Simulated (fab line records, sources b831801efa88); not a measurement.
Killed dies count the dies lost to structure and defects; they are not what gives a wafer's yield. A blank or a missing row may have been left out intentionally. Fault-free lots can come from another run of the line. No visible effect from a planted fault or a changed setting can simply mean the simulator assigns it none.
fab line records -- flow sky130
record: lots: 6, wafers: 18, last-day: 50
route steps=708 shown PWDE@52 NWELL@56 PAD_OPEN@708
lots untouched by any fault: they come from a run of this same line in which no faults occurred
start-h: hours from the record's opening day to when the first of the lot's shown wafers began -- wait-h: hours from the lot's prior step to this one -- " identical to the entry in the row above -- L1.1+2: a row that stands for several wafers -- - no value, or no start was given -- * or withheld: withheld -- < > ~ a bound
route shown NAME@n: names a module that has steps shown in the file, with the first one's number in the route -- usual: mean and standard deviation over wafers with no fault -- same: alike in all rows -- chamber/n: place in a boat -- sites: per-site readings -- _std_site: how widely they spread, as a standard deviation -- _edge_site: inner sites' mean taken away from outer sites' mean -- radius-mm: for every site, how far away it sits from the centre of the wafer -- mask NAME#n: copy n -- behind: tool/chamber where the wafer was last shaped -- hold: what put the lot on hold/how long, in hours/how the hold closed -- device: the transistor (n, p or np) that didn't switch -- end of line: tests of these same wafers at the route's end -- a step without rows: its recipe alone -- killed: count of dies lost to structure and defects at first sort (not the wafer's yield) -- map: dies across one wafer; x = killed, . = not, _ = none there
set.NAME: the setting the step ran with; set.NAME@STEP: the setting that earlier step ran with -- model.NAME: the simulator's own value behind a step, which no gauge read
certain route steps with their lots: each step a table, each wafer a row
services: the hour from which a tool's chamber was out of use, counted from the record's first day as start-h (under 0 if before that day), plus the number of hours and why
== steps ==
step: SKY_PWDE_OVL_MEAS_07
usual: PWDE_OVL: -1.0/1.5
lot.wafer,tool,chamber,start-h,wait-h,PWDE_OVL[nm]
L971.1,overlay-02,-,78.91,-,-1.3
L971.2,overlay-02,-,78.91,-,-2.8
L971.6,overlay-02,-,78.91,-,-2.6
L970.3,overlay-02,-,82.68,-,1.6
L970.4,overlay-02,-,82.68,-,1.5
L970.6,overlay-02,-,82.68,-,0.7
L979.3,overlay-01,-,130.32,-,-2.1
L979.4,overlay-01,-,130.32,-,-0.1
L979.5,overlay-01,-,130.32,-,-0.5
L981.2,overlay-02,-,134.95,-,-3.6
L981.5,overlay-02,-,134.95,-,-2.8
L981.6,overlay-02,-,134.95,-,-3.5
L984.2,overlay-01,-,160.52,-,-1.8
L984.3,overlay-01,-,160.52,-,-0.1
L984.6,overlay-01,-,160.52,-,0.6
L992.2,overlay-01,-,200.62,-,-2.3
L992.3,overlay-01,-,200.62,-,-0.3
L992.5,overlay-01,-,200.62,-,0.6
step: SKY_PWDE_IMPLANT_08
recipe: species: B, energy-kev: 151.3, dose-cm2: 3.6e+12, tilt-deg: withheld
step: SKY_PWDE_STRIP_09
recipe: chemistry: O2/N2, power-w: 1400, pressure-mtorr: 1500, platen-temp-c: withheld, o2-flow-sccm: 3000, n2-flow-sccm: 300, overash-fraction: 0.5
usual: drypump-motor-current-A: 5.59/0.23, oes-product-au: 0.722/0.0045, strip-time-to-endpoint-s: 36.88/0.11
same: overash-fraction: 0.5
lot.wafer,tool,chamber,start-h,wait-h,drypump-motor-current-A,oes-product-au,rf-hours-counter-h,strip-time-to-endpoint-s
L971.1,plasma-asher-04,1,79.10,0.1,5.70,0.721,38,36.74
L971.2,plasma-asher-04,0,79.10,0.1,5.41,0.722,38,36.64
L971.6,plasma-asher-04,0,79.10,0.1,5.40,0.720,-,36.71
L970.3,plasma-asher-03,0,82.89,0.1,5.17,0.727,-,36.88
L970.4,plasma-asher-03,1,82.89,0.1,5.45,0.727,-,36.79
L970.6,plasma-asher-03,0,82.89,0.1,5.18,0.721,-,36.89
L979.3,plasma-asher-04,0,130.53,0.1,5.42,0.723,-,36.76
L979.4,plasma-asher-04,1,130.53,0.1,5.71,0.721,-,36.80
L979.5,plasma-asher-04,0,130.53,0.1,5.43,0.722,-,36.88
L981.2,plasma-asher-03,0,135.13,0.1,5.14,0.720,1,37.07
L981.5,plasma-asher-03,0,135.13,0.1,5.18,0.716,-,37.20
L981.6,plasma-asher-03,1,135.13,0.1,5.45,0.719,-,37.22
L984.2,plasma-asher-04,0,160.70,0.1,5.43,0.724,47,36.85
L984.3,plasma-asher-04,1,160.70,0.1,5.64,0.731,-,36.88
L984.6,plasma-asher-04,1,160.70,0.1,5.65,0.719,-,36.92
L992.2,plasma-asher-04,0,200.80,0.1,5.44,0.723,52,36.91
L992.3,plasma-asher-04,1,200.80,0.1,5.69,0.730,-,36.77
L992.5,plasma-asher-04,0,200.80,0.1,5.44,0.712,-,36.83
step: SKY_PWDE_TW_MEAS_10
usual: PWDE_TW: 371.1/1.9
lot.wafer,tool,chamber,start-h,wait-h,PWDE_TW
L971.1,film-metro-03,-,79.20,0.1,373.2
L971.2,film-metro-03,-,79.20,0.1,372.0
L971.6,film-metro-03,-,79.20,0.1,372.2
L970.3,film-metro-03,-,82.97,0.1,370.8
L970.4,film-metro-03,-,82.97,0.1,372.1
L970.6,film-metro-03,-,82.97,0.1,372.0
L979.3,film-metro-03,-,130.62,0.1,371.6
L979.4,film-metro-03,-,130.62,0.1,371.8
L979.5,film-metro-03,-,130.62,0.1,372.9
L981.2,film-metro-03,-,135.24,0.1,370.2
L981.5,film-metro-03,-,135.24,0.1,373.6
L981.6,film-metro-03,-,135.24,0.1,372.0
L984.2,film-metro-01,-,160.81,0.1,368.4
L984.3,film-metro-01,-,160.81,0.1,370.2
L984.6,film-metro-01,-,160.81,0.1,368.3
L992.2,film-metro-04,-,200.91,0.1,372.4
L992.3,film-metro-04,-,200.91,0.1,372.6
L992.5,film-metro-04,-,200.91,0.1,371.7
step: SKY_NWELL_DEHYDRATE_03
recipe: temp-c: 200, time-s: 60
step: SKY_NWELL_HMDS_04
recipe: prime-time-s: 60, prime-temp-c: 120
step: SKY_NWELL_COAT_05
recipe: spin-rpm: 2000, resist-thk-nm: 3000
step: SKY_NWELL_SOFTBAKE_06
recipe: temp-c: 110, time-s: withheld
step: SKY_NWELL_EXPOSE_07
recipe: mask-id: NWM, na: 0.6, source-shape: conventional, sigma-outer: 0.6, polarization: unpolarized, target-cd-nm: 840, dose-mj: 255
step: SKY_NWELL_PEB_08
recipe: temp-c: 115, time-s: withheld
step: SKY_NWELL_DEVELOP_09
recipe: wall-angle-deg: 90, developer: TMAH, develop-time-s: 60, dev-temp-c: 23
step: SKY_NWELL_OVL_MEAS_10
usual: NWELL_00_OVL: -1.1/1.4
lot.wafer,tool,chamber,start-h,wait-h,NWELL_00_OVL[nm]
L971.1,overlay-02,-,96.55,-,2.0
L971.2,overlay-02,-,96.55,-,1.3
L971.6,overlay-02,-,96.55,-,0.5
L970.3,overlay-02,-,100.11,-,-1.1
L970.4,overlay-02,-,100.11,-,-0.5
L970.6,overlay-02,-,100.11,-,-0.9
L979.3,overlay-01,-,149.37,-,-0.5
L979.4,overlay-01,-,149.37,-,-0.4
L979.5,overlay-01,-,149.37,-,-0.5
L981.2,overlay-01,-,154.42,-,-2.5
L981.5,overlay-01,-,154.42,-,-1.2
L981.6,overlay-01,-,154.42,-,-1.2
L984.2,overlay-01,-,180.55,-,-1.4
L984.3,overlay-01,-,180.55,-,0.0
L984.6,overlay-01,-,180.55,-,0.3
L992.2,overlay-01,-,221.85,-,-1.8
L992.3,overlay-01,-,221.85,-,-1.2
L992.5,overlay-01,-,221.85,-,-1.4
step: SKY_NWELL_IMPLANT_11
recipe: species: P, energy-kev: 400, dose-cm2: 1.9e+13, tilt-deg: withheld
usual: dose-ions-cm2: 1.9003e+13/2.3e+10
lot.wafer,tool,chamber,start-h,wait-h,dose-ions-cm2
L971.1,implanter-03,0,96.58,0.0,1.9006e+13
L971.2,implanter-03,0,96.58,0.0,1.8968e+13
L971.6,implanter-03,0,96.58,0.0,1.8967e+13
L970.3,implanter-02,0,100.18,0.1,1.9007e+13
L970.4,implanter-02,0,100.18,0.1,1.8971e+13
L970.6,implanter-02,0,100.18,0.1,1.8979e+13
L979.3,implanter-02,0,149.45,0.1,1.8386e+13
L979.4,implanter-02,0,149.45,0.1,1.8394e+13
L979.5,implanter-02,0,149.45,0.1,1.8389e+13
L981.2,implanter-02,0,154.47,0.0,1.8374e+13
L981.5,implanter-02,0,154.47,0.0,1.8427e+13
L981.6,implanter-02,0,154.47,0.0,1.8439e+13
L984.2,implanter-03,0,180.61,0.0,1.9011e+13
L984.3,implanter-03,0,180.61,0.0,1.9009e+13
L984.6,implanter-03,0,180.61,0.0,1.9032e+13
L992.2,implanter-04,0,221.91,0.0,1.902e+13
L992.3,implanter-04,0,221.91,0.0,1.9002e+13
L992.5,implanter-04,0,221.91,0.0,1.9009e+13
step: SKY_NWELL_IMPLANT_12
recipe: species: P, energy-kev: 120, dose-cm2: 1.3e+12, tilt-deg: withheld
step: SKY_NWELL_IMPLANT_13
recipe: species: P, energy-kev: 50, dose-cm2: 7e+11, tilt-deg: withheld
step: SKY_NWELL_STRIP_14
recipe: chemistry: O2/N2, power-w: 1400, pressure-mtorr: 1500, platen-temp-c: withheld, o2-flow-sccm: 3000, n2-flow-sccm: 300, overash-fraction: 0.5
usual: drypump-motor-current-A: 5.7/0.48, oes-product-au: 0.722/0.004, strip-time-to-endpoint-s: 36.90/0.12
same: overash-fraction: 0.5
lot.wafer,tool,chamber,start-h,wait-h,drypump-motor-current-A,oes-product-au,rf-hours-counter-h,strip-time-to-endpoint-s
L971.1,plasma-asher-03,0,97.03,0.1,5.2,0.722,42,36.97
L971.2,plasma-asher-03,1,97.03,0.1,5.4,0.724,42,36.92
L971.6,plasma-asher-03,0,97.03,0.1,5.2,0.722,-,36.89
L970.3,plasma-asher-01,0,100.61,0.1,6.6,0.721,-,36.73
L970.4,plasma-asher-01,1,100.61,0.1,5.3,0.721,-,36.82
L970.6,plasma-asher-01,1,100.61,0.1,5.3,0.726,-,36.94
L979.3,plasma-asher-01,1,149.88,0.1,5.3,0.716,-,36.92
L979.4,plasma-asher-01,0,149.88,0.1,6.6,0.727,-,36.85
L979.5,plasma-asher-01,1,149.88,0.1,5.3,0.722,-,36.79
L981.2,plasma-asher-03,1,154.90,0.1,5.4,0.729,4,36.78
L981.5,plasma-asher-03,1,154.90,0.1,5.4,0.717,-,36.77
L981.6,plasma-asher-03,0,154.90,0.1,5.2,0.721,-,36.85
L984.2,plasma-asher-03,0,181.03,0.1,5.2,0.724,6,36.83
L984.3,plasma-asher-03,0,181.03,0.1,5.2,0.727,-,36.89
L984.6,plasma-asher-03,1,181.03,0.1,5.4,0.723,-,36.84
L992.2,plasma-asher-01,0,222.33,0.1,6.6,0.720,42,36.87
L992.3,plasma-asher-01,1,222.33,0.1,5.3,0.722,-,36.91
L992.5,plasma-asher-01,0,222.33,0.1,6.6,0.715,-,36.93
step: SKY_NWELL_TW_MEAS_15
usual: NWELL_TW: 1807/12
lot.wafer,tool,chamber,start-h,wait-h,NWELL_TW
L971.1,film-metro-01,-,97.13,0.1,1790
L971.2,film-metro-01,-,97.13,0.1,1787
L971.6,film-metro-01,-,97.13,0.1,1805
L970.3,film-metro-04,-,100.70,0.1,1811
L970.4,film-metro-04,-,100.70,0.1,1816
L970.6,film-metro-04,-,100.70,0.1,1827
L979.3,film-metro-03,-,149.97,0.1,1785
L979.4,film-metro-03,-,149.97,0.1,1791
L979.5,film-metro-03,-,149.97,0.1,1804
L981.2,film-metro-04,-,155.01,0.1,1780
L981.5,film-metro-04,-,155.01,0.1,1797
L981.6,film-metro-04,-,155.01,0.1,1792
L984.2,film-metro-01,-,181.14,0.1,1809
L984.3,film-metro-01,-,181.14,0.1,1808
L984.6,film-metro-01,-,181.14,0.1,1804
L992.2,film-metro-04,-,222.44,0.1,1833
L992.3,film-metro-04,-,222.44,0.1,1833
L992.5,film-metro-04,-,222.44,0.1,1830
step: SKY_NWELL_DEHYDRATE_16
recipe: temp-c: 200, time-s: 60
step: SKY_NWELL_HMDS_17
recipe: prime-time-s: 62.9, prime-temp-c: 120
step: SKY_NWELL_COAT_18
recipe: spin-rpm: 2000, resist-thk-nm: 3000
step: SKY_NWELL_SOFTBAKE_19
recipe: temp-c: 110, time-s: withheld
step: SKY_NWELL_EXPOSE_20
recipe: mask-id: NWM_COMPLEMENT, na: 0.6, source-shape: conventional, sigma-outer: 0.6, polarization: unpolarized, target-cd-nm: 840, dose-mj: 260
step: SKY_NWELL_PEB_21
recipe: temp-c: 115, time-s: withheld
step: SKY_NWELL_DEVELOP_22
recipe: wall-angle-deg: 90, developer: TMAH, develop-time-s: 60, dev-temp-c: 23
step: SKY_NWELL_OVL_MEAS_23
usual: NWELL_01_OVL: 0.6/1.1
lot.wafer,tool,chamber,start-h,wait-h,NWELL_01_OVL[nm]
L971.1,overlay-02,-,115.57,-,1.5
L971.2,overlay-02,-,115.57,-,0.5
L971.6,overlay-02,-,115.57,-,1.2
L970.3,overlay-02,-,118.74,-,1.3
L970.4,overlay-02,-,118.74,-,0.8
L970.6,overlay-02,-,118.74,-,1.9
L979.3,overlay-02,-,169.59,-,-0.6
L979.4,overlay-02,-,169.59,-,-1.2
L979.5,overlay-02,-,169.59,-,-0.6
L981.2,overlay-02,-,175.18,-,0.7
L981.5,overlay-02,-,175.18,-,2.2
L981.6,overlay-02,-,175.18,-,1.2
L984.2,overlay-02,-,201.97,-,2.0
L984.3,overlay-02,-,201.97,-,1.6
L984.6,overlay-02,-,201.97,-,0.6
L992.2,overlay-02,-,244.47,-,1.1
L992.3,overlay-02,-,244.47,-,-0.7
L992.5,overlay-02,-,244.47,-,0.5
step: SKY_NWELL_IMPLANT_24
recipe: species: B, energy-kev: 140, dose-cm2: 9.2e+12, tilt-deg: withheld
step: SKY_NWELL_STRIP_25
recipe: chemistry: O2/N2, power-w: 1400, pressure-mtorr: 1500, platen-temp-c: withheld, o2-flow-sccm: 3000, n2-flow-sccm: 300, overash-fraction: 0.5
usual: drypump-motor-current-A: 5.7/0.47, oes-product-au: 0.723/0.0045, strip-time-to-endpoint-s: 36.90/0.11
same: overash-fraction: 0.5
lot.wafer,tool,chamber,start-h,wait-h,drypump-motor-current-A,oes-product-au,rf-hours-counter-h,strip-time-to-endpoint-s
L971.1,plasma-asher-01,0,115.76,0.1,6.5,0.716,32,37.11
L971.2,plasma-asher-01,1,115.76,0.1,5.3,0.724,32,37.06
L971.6,plasma-asher-01,1,115.76,0.1,5.3,0.716,-,37.12
L970.3,plasma-asher-02,1,118.94,0.1,5.9,0.727,-,36.84
L970.4,plasma-asher-02,0,118.94,0.1,6.0,0.724,-,36.83
L970.6,plasma-asher-02,0,118.94,0.1,6.0,0.719,-,36.87
L979.3,plasma-asher-03,0,169.79,0.1,5.2,0.721,-,36.88
L979.4,plasma-asher-03,1,169.79,0.1,5.4,0.722,-,36.97
L979.5,plasma-asher-03,1,169.79,0.1,5.5,0.728,-,36.83
L981.2,plasma-asher-03,1,175.36,0.1,5.4,0.726,6,37.07
L981.5,plasma-asher-03,0,175.36,0.1,5.2,0.722,-,36.92
L981.6,plasma-asher-03,1,175.36,0.1,5.4,0.730,-,37.00
L984.2,plasma-asher-02,1,202.15,0.1,5.8,0.719,47,36.92
L984.3,plasma-asher-02,0,202.15,0.1,6.0,0.724,-,36.91
L984.6,plasma-asher-02,0,202.15,0.1,6.0,0.722,-,36.90
L992.2,plasma-asher-03,1,244.65,0.1,5.4,0.729,13,37.11
L992.3,plasma-asher-03,0,244.65,0.1,5.2,0.719,-,37.05
L992.5,plasma-asher-03,0,244.65,0.1,5.2,0.729,-,37.08
step: SKY_NWELL_TW_MEAS_26
usual: NWELL_2_TW: 493/3.3
lot.wafer,tool,chamber,start-h,wait-h,NWELL_2_TW
L971.1,film-metro-01,-,115.86,0.1,493
L971.2,film-metro-01,-,115.86,0.1,492
L971.6,film-metro-01,-,115.86,0.1,489
L970.3,film-metro-03,-,119.03,0.1,492
L970.4,film-metro-03,-,119.03,0.1,495
L970.6,film-metro-03,-,119.03,0.1,493
L979.3,film-metro-04,-,169.88,0.1,495
L979.4,film-metro-04,-,169.88,0.1,494
L979.5,film-metro-04,-,169.88,0.1,498
L981.2,film-metro-04,-,175.47,0.1,497
L981.5,film-metro-04,-,175.47,0.1,495
L981.6,film-metro-04,-,175.47,0.1,494
L984.2,film-metro-01,-,202.26,0.1,491
L984.3,film-metro-01,-,202.26,0.1,491
L984.6,film-metro-01,-,202.26,0.1,492
L992.2,film-metro-03,-,244.76,0.1,497
L992.3,film-metro-03,-,244.76,0.1,494
L992.5,film-metro-03,-,244.76,0.1,494
step: SKY_NWELL_CLEAN_27
recipe: chemistry: SC1/SC2, mix: 1:4:20, temp-c: 70, time-s: 150, dry: n2-spin
step: SKY_NWELL_RTA_28
recipe: temp-c: 1050, time-s: 30, idle-temp-c: 650, ramp-up-c-per-s: 150, ramp-down-c-per-s: 90, ambient: N2
usual: lamp-power-pct: 25.30/0.052, wafer_temp_C_max: 1054.9/0.89
lot.wafer,tool,chamber,start-h,wait-h,lamp-power-pct,wafer_temp_C_max
L971.1,rtp-anneal-01,0,115.97,0.0,25.31,1056.5
L971.2,rtp-anneal-01,0,115.97,0.0,25.42,1055.5
L971.6,rtp-anneal-01,0,115.97,0.0,25.31,1054.4
L970.3,rtp-anneal-02,0,119.15,0.0,25.33,1056.5
L970.4,rtp-anneal-02,0,119.15,0.0,25.35,1055.0
L970.6,rtp-anneal-02,0,119.15,0.0,25.28,1055.3
L979.3,rtp-anneal-01,0,170.00,0.0,25.32,1054.2
L979.4,rtp-anneal-01,0,170.00,0.0,25.28,1055.2
L979.5,rtp-anneal-01,0,170.00,0.0,25.40,1053.9
L981.2,rtp-anneal-01,0,175.59,0.0,25.35,1054.2
L981.5,rtp-anneal-01,0,175.59,0.0,25.29,1055.0
L981.6,rtp-anneal-01,0,175.59,0.0,25.37,1055.5
L984.2,rtp-anneal-02,0,202.37,0.0,25.27,1055.0
L984.3,rtp-anneal-02,0,202.37,0.0,25.28,1054.8
L984.6,rtp-anneal-02,0,202.37,0.0,25.28,1054.1
L992.2,rtp-anneal-02,0,244.87,0.0,25.32,1054.5
L992.3,rtp-anneal-02,0,244.87,0.0,25.28,1054.4
L992.5,rtp-anneal-02,0,244.87,0.0,25.22,1054.4
step: SKY_NWELL_RS_MEAS_29
recipe: thk-meas-gauge: four-point-probe
usual: NWELL_RS: 624.7/2
lot.wafer,tool,chamber,start-h,wait-h,NWELL_RS[ohm/sq]
L971.1,film-metro-03,-,116.07,0.1,624.0
L971.2,film-metro-03,-,116.07,0.1,623.3
L971.6,film-metro-03,-,116.07,0.1,623.1
L970.3,film-metro-04,-,119.27,0.1,627.1
L970.4,film-metro-04,-,119.27,0.1,625.7
L970.6,film-metro-04,-,119.27,0.1,626.0
L979.3,film-metro-04,-,170.11,0.1,635.5
L979.4,film-metro-04,-,170.11,0.1,635.5
L979.5,film-metro-04,-,170.11,0.1,635.1
L981.2,film-metro-01,-,175.69,0.1,636.7
L981.5,film-metro-01,-,175.69,0.1,637.5
L981.6,film-metro-01,-,175.69,0.1,636.1
L984.2,film-metro-01,-,202.48,0.1,625.3
L984.3,film-metro-01,-,202.48,0.1,625.8
L984.6,film-metro-01,-,202.48,0.1,625.2
L992.2,film-metro-01,-,244.98,0.1,626.6
L992.3,film-metro-01,-,244.98,0.1,627.8
L992.5,film-metro-01,-,244.98,0.1,627.7
step: SKY_PAD_OPEN_PROBE_99
usual: killed_at_M0_to_M3: 44/7.9, killed_at_M4_up: 3.1/1.9, killed-at-contacts: 24/4.6, killed-at-front-end: 16/4.9, killed-at-other: 0.3/0.6, killed-dies: 87/9.7, killed-open: 48/7.2, killed-short: 39/5.6
same: gross-dies: 492, killed-at-back-side: 0
lot.wafer,tool,chamber,start-h,wait-h,killed_at_M0_to_M3,killed_at_M4_up,killed-at-contacts,killed-at-front-end,killed-at-other,killed-dies,killed-open,killed-short
L971.1,prober-01,-,1074.76,0.1,60,4,23,14,0,101,64,37
L971.2,prober-01,-,1074.81,0.1,45,2,28,11,0,86,48,38
L971.6,prober-01,-,1075.01,0.2,48,2,23,11,0,84,53,31
L970.3,prober-02,-,1086.72,0.2,50,2,24,7,0,83,47,36
L970.4,prober-02,-,1086.77,0.2,28,3,29,13,0,73,39,34
L970.6,prober-02,-,1086.87,0.2,38,5,24,17,2,86,45,41
L979.3,prober-02,-,1131.81,0.2,50,2,22,17,0,91,43,48
L979.4,prober-02,-,1131.86,0.2,53,1,15,17,1,87,47,40
L979.5,prober-02,-,1131.91,0.2,48,3,21,22,0,94,51,43
killed by level:class
L971.1 VIA1:geometric-particle:open=16 VIA2:geometric-particle:open=10 CONTACT:geometric-particle:open=9 VIA1:geometric-particle:short=7 METAL2:geometric-particle:short=6 FIELD_ISO:geometric-particle:open=5 VIA2:geometric-particle:short=4 LI_CONTACT:geometric-particle:open=4
L971.2 LI_CONTACT:geometric-particle:open=12 CONTACT:geometric-particle:open=10 VIA1:geometric-particle:open=9 VIA2:geometric-particle:open=9 VIA2:geometric-particle:short=8 FIELD_ISO:geometric-particle:short=5 METAL1:geometric-particle:short=4 METAL2:geometric-particle:short=4
L971.6 LI_CONTACT:geometric-particle:open=11 VIA2:geometric-particle:open=10 CONTACT:geometric-particle:open=7 METAL1:geometric-particle:short=7 VIA1:geometric-particle:open=7 METAL1:geometric-particle:open=5 VIA1:geometric-particle:short=5 FIELD_ISO:geometric-particle:open=3
L970.3 VIA2:geometric-particle:open=11 LI_CONTACT:geometric-particle:open=9 VIA3:geometric-particle:open=8 METAL1:geometric-particle:short=7 VIA1:geometric-particle:open=7 CONTACT:geometric-particle:open=5 METAL2:geometric-particle:short=4 POLY_GATE:geometric-particle:short=3
L970.4 CONTACT:geometric-particle:open=9 VIA3:geometric-particle:open=7 CONTACT:geometric-particle:short=5 LI_CONTACT:geometric-particle:open=5 METAL1:geometric-particle:short=5 VIA1:geometric-particle:open=5 LI_CONTACT:geometric-particle:short=4 VIA1:geometric-particle:short=4
L970.6 CONTACT:geometric-particle:open=9 VIA1:geometric-particle:open=7 VIA3:geometric-particle:open=7 CONTACT:geometric-particle:short=6 LOCAL_INTERCONNECT:geometric-particle:short=5 VIA2:geometric-particle:open=5 METAL4:geometric-particle:short=5 FIELD_ISO:geometric-particle:short=4
L979.3 VIA1:geometric-particle:open=11 VIA1:geometric-particle:short=10 LI_CONTACT:geometric-particle:open=9 METAL2:geometric-particle:short=8 POLY_GATE:geometric-particle:open=6 LI_CONTACT:geometric-particle:short=5 POLY_GATE:geometric-particle:short=4 CONTACT:geometric-particle:open=4
L979.4 VIA1:geometric-particle:open=13 VIA2:geometric-particle:open=9 METAL1:geometric-particle:short=8 POLY_GATE:geometric-particle:open=6 CONTACT:geometric-particle:open=6 FIELD_ISO:geometric-particle:open=5 CONTACT:geometric-particle:short=5 VIA2:geometric-particle:short=5
L979.5 VIA1:geometric-particle:open=12 VIA2:geometric-particle:open=9 METAL1:geometric-particle:short=8 FIELD_ISO:geometric-particle:open=6 CONTACT:geometric-particle:open=6 LI_CONTACT:geometric-particle:open=6 VIA1:geometric-particle:short=6 FIELD_ISO:geometric-particle:short=5
== services ==
tool,chamber,start-h,hours,kind
plasma-asher-01,-,73.08,8.0,repair
plasma-asher-02,-,90.10,26.6,pm
plasma-asher-03,-,108.75,9.0,pm
plasma-asher-03,0,108.75,9.0,vent-cycle
plasma-asher-03,1,108.75,9.0,vent-cycle
rtp-anneal-02,-,109.93,4.5,pm
plasma-asher-03,0,117.75,-,clean
plasma-asher-03,1,117.75,-,clean
implanter-04,-,120.52,6.9,repair
implanter-02,-,141.45,7.0,pm
plasma-asher-02,-,149.74,3.7,repair
plasma-asher-03,-,172.89,2.0,repair
plasma-asher-01,-,193.30,14.6,pm
implanter-02,-,210.99,2.1,repair
implanter-04,-,214.41,2.9,repair
implanter-02,-,218.44,11.1,repair
plasma-asher-03,-,219.19,2.9,repair
== key ==
first-sign: step: SKY_NWELL_IMPLANT_11, reading: dose-ions-cm2, direction: down, sigmas: 26, usual: *, struck: *
effect: step: SKY_NWELL_RS_MEAS_29, reading: NWELL_RS, direction: up, sigmas: 5.8, usual: 624.7, struck: 636.1
met-at SKY_NWELL_IMPLANT_11
struck-wafers L979.3,L979.4,L979.5,L981.2,L981.5,L981.6
tester-left-out L979,L981
onset-between 100.18 149.45
fault: kind: process-parameter-drift, tool: implanter-02, chamber: -, onset-h: 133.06, steps: SKY_NWELL_IMPLANT_11, channel: dose-cm2, offset: *, shape: step, end-h: 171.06, acts-in: *, stated: *
tester-left-out: of these lots the tester's yield and bins aren't shown, on N5 and GAA mostly nor the transistor test; their killed dies are dies lost to structure and defects alone, not to doping, threshold or leakage, so they don't give the yield
